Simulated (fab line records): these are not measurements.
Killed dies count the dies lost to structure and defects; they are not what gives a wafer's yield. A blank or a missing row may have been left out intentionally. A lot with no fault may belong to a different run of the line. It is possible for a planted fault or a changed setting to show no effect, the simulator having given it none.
Which tool was responsible? / flow gf180mcu / Sampling: 12 lots, 36 wafers, 3 of 602 route steps

== WHAT EACH GAUGE READ, for each wafer ==
GF_V1_CD_MEAS_14: target cd 260 nm. Usual: cd nm 259.8 nm, standard deviation 1.1.
lot=L382; measured=day 18 20:47; on=cd sem-02; cd nm (nm)=259.6 257.9 258.8; flag=
lot=L384; measured=day 19 02:20; on=cd sem-01; cd nm (nm)=261.2 261.3 260.6; flag=
lot=L385; measured=day 19 22:34; on=cd sem-01; cd nm (nm)=258.2 258.9 258.7; flag=
lot=L387; measured=day 20 10:59; on=cd sem-02; cd nm (nm)=258.8 259.4 260.2; flag=
lot=L386; measured=day 20 13:51; on=cd sem-02; cd nm (nm)=260.0 258.9 260.8; flag=
lot=L388; measured=day 20 22:13; on=cd sem-01; cd nm (nm)=260.3 259.3 260.1; flag=
lot=L390; measured=day 21 19:49; on=cd sem-02; cd nm (nm)=261.3 261.8 261.2; flag=
lot=L391; measured=day 22 00:47; on=cd sem-02; cd nm (nm)=258.3 258.2 257.1; flag=
lot=L392; measured=day 22 10:56; on=cd sem-02; cd nm (nm)=259.2 258.6 259.4; flag=
lot=L397; measured=day 23 23:47; on=cd sem-01; cd nm (nm)=248.4 249.4 249.6; flag=OFF
lot=L401; measured=day 25 04:59; on=cd sem-02; cd nm (nm)=250.6 251.7 251.8; flag=OFF
lot=L404; measured=day 26 02:40; on=cd sem-02; cd nm (nm)=259.9 260.0 257.8; flag=

== TOOL THAT RAN EACH LOT (tool first, then ch and the chambers of the sampled wafers, then the start) ==
lot=L382; GF_M1_SPUTTER_02=pvd sputter-04, day 16 20:05; GF_V1_EXPOSE_11=krf scanner-01 ch 0, day 18 08:29
lot=L384; GF_M1_SPUTTER_02=pvd sputter-02, day 17 01:49; GF_V1_EXPOSE_11=krf scanner-01 ch 0, day 18 14:31
lot=L385; GF_M1_SPUTTER_02=pvd sputter-03, day 17 20:43; GF_V1_EXPOSE_11=krf scanner-02 ch 0, day 19 10:34
lot=L387; GF_M1_SPUTTER_02=pvd sputter-03, day 18 09:20; GF_V1_EXPOSE_11=krf scanner-02 ch 0, day 19 23:04
lot=L386; GF_M1_SPUTTER_02=pvd sputter-02, day 18 11:20; GF_V1_EXPOSE_11=krf scanner-01 ch 0, day 20 01:31
lot=L388; GF_M1_SPUTTER_02=pvd sputter-02, day 18 19:35; GF_V1_EXPOSE_11=krf scanner-01 ch 0, day 20 09:45
lot=L390; GF_M1_SPUTTER_02=pvd sputter-04, day 19 17:46; GF_V1_EXPOSE_11=krf scanner-01 ch 0, day 21 07:44
lot=L391; GF_M1_SPUTTER_02=pvd sputter-04, day 19 22:32; GF_V1_EXPOSE_11=krf scanner-01 ch 0, day 21 12:45
lot=L392; GF_M1_SPUTTER_02=pvd sputter-02, day 20 08:35; GF_V1_EXPOSE_11=krf scanner-02 ch 0, day 21 23:22
lot=L397; GF_M1_SPUTTER_02=pvd sputter-02, day 22 00:26; GF_V1_EXPOSE_11=krf scanner-02 ch 0, day 23 12:59
lot=L401; GF_M1_SPUTTER_02=pvd sputter-03, day 23 06:50; GF_V1_EXPOSE_11=krf scanner-02 ch 0, day 24 18:11
lot=L404; GF_M1_SPUTTER_02=pvd sputter-03, day 24 06:14; GF_V1_EXPOSE_11=krf scanner-01 ch 0, day 25 16:23
- GF_M1_SPUTTER_02: material AlCu, target thk 450 nm, time 23.9 s.
- GF_V1_EXPOSE_11: exposes mask Via1, target cd 260 nm.

== AS READ BY THE TOOLS THEMSELVES (means over the sampled wafers that have a number; for cases with no such wafer, the mark the record gives instead) ==
GF_M1_SPUTTER_02. Usual: throttle valve pct 30.1 %, standard deviation 0.82.
lot=L382; tool=pvd sputter-04; throttle valve pct (%)=29.7; flag=
lot=L384; tool=pvd sputter-02; throttle valve pct (%)=30.5; flag=
lot=L385; tool=pvd sputter-03; throttle valve pct (%)=30.8; flag=
lot=L387; tool=pvd sputter-03; throttle valve pct (%)=30.4; flag=
lot=L386; tool=pvd sputter-02; throttle valve pct (%)=29.9; flag=
lot=L388; tool=pvd sputter-02; throttle valve pct (%)=29.2; flag=
lot=L390; tool=pvd sputter-04; throttle valve pct (%)=30.0; flag=
lot=L391; tool=pvd sputter-04; throttle valve pct (%)=29.6; flag=
lot=L392; tool=pvd sputter-02; throttle valve pct (%)=28.8; flag=
lot=L397; tool=pvd sputter-02; throttle valve pct (%)=29.8; flag=
lot=L401; tool=pvd sputter-03; throttle valve pct (%)=30.0; flag=
lot=L404; tool=pvd sputter-03; throttle valve pct (%)=30.2; flag=

GF_V1_EXPOSE_11. Usual: exposure dose mJ cm2 37.93, standard deviation 0.036.
lot=L382; tool=krf scanner-01; exposure dose mJ cm2=37.94; flag=
lot=L384; tool=krf scanner-01; exposure dose mJ cm2=37.93; flag=
lot=L385; tool=krf scanner-02; exposure dose mJ cm2=37.97; flag=
lot=L387; tool=krf scanner-02; exposure dose mJ cm2=37.95; flag=
lot=L386; tool=krf scanner-01; exposure dose mJ cm2=37.91; flag=
lot=L388; tool=krf scanner-01; exposure dose mJ cm2=37.95; flag=
lot=L390; tool=krf scanner-01; exposure dose mJ cm2=37.94; flag=
lot=L391; tool=krf scanner-01; exposure dose mJ cm2=37.90; flag=
lot=L392; tool=krf scanner-02; exposure dose mJ cm2=37.95; flag=
lot=L397; tool=krf scanner-02; exposure dose mJ cm2=35.30; flag=OFF
lot=L401; tool=krf scanner-02; exposure dose mJ cm2=35.82; flag=OFF
lot=L404; tool=krf scanner-01; exposure dose mJ cm2=37.89; flag=

== THE ANSWER, worked out from the rows above alone ==
Rule: a lot counts as off when the mean over its wafers that have a number is more than 3 standard deviations away from the usual mean. Also off: a lot with no number at a reading for which 4 or more lots have one. Any other lot the step has rows for is counted as sound. After the gauges, taken in route order, come the tools' own readings; for these a lot's mean is taken, as printed above. The first step at which some lot is off is used, and at that step the reading that is off furthest; a lot without a number counts as furthest.
Off: L397, L401 (GF_V1_CD_MEAS_14, cd nm).
A tool fits if, at a process step before that reading, it ran every lot that is off, and no sound lot after the first of them. Not tried: the gauges at GF_V1_CD_MEAS_14; whatever is off there is also off at GF_V1_EXPOSE_11, on other tools, and gauge error can't account for it. One candidate fits, namely krf scanner-02 at GF_V1_EXPOSE_11. Its last sound lot is L392 (day 21 23:22), its first lot that is off L397 (day 23 12:59): a fault that began between those two fits.
On the lots that are off, the tool's own readings at GF_V1_EXPOSE_11 differ by more than 5 times the standard deviation of the sound lots' means, which bears it out; exposure dose mJ cm2 reads 35.56 there versus 37.93 on the sound lots.

== WHAT THE SIMULATOR HAD INSERTED ==
Process parameters drifting: krf scanner-02 at GF_V1_EXPOSE_11, beginning at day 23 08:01. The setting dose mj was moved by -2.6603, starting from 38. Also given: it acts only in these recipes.
Lots struck among those shown: L397, L401. Same finding as the rule above.
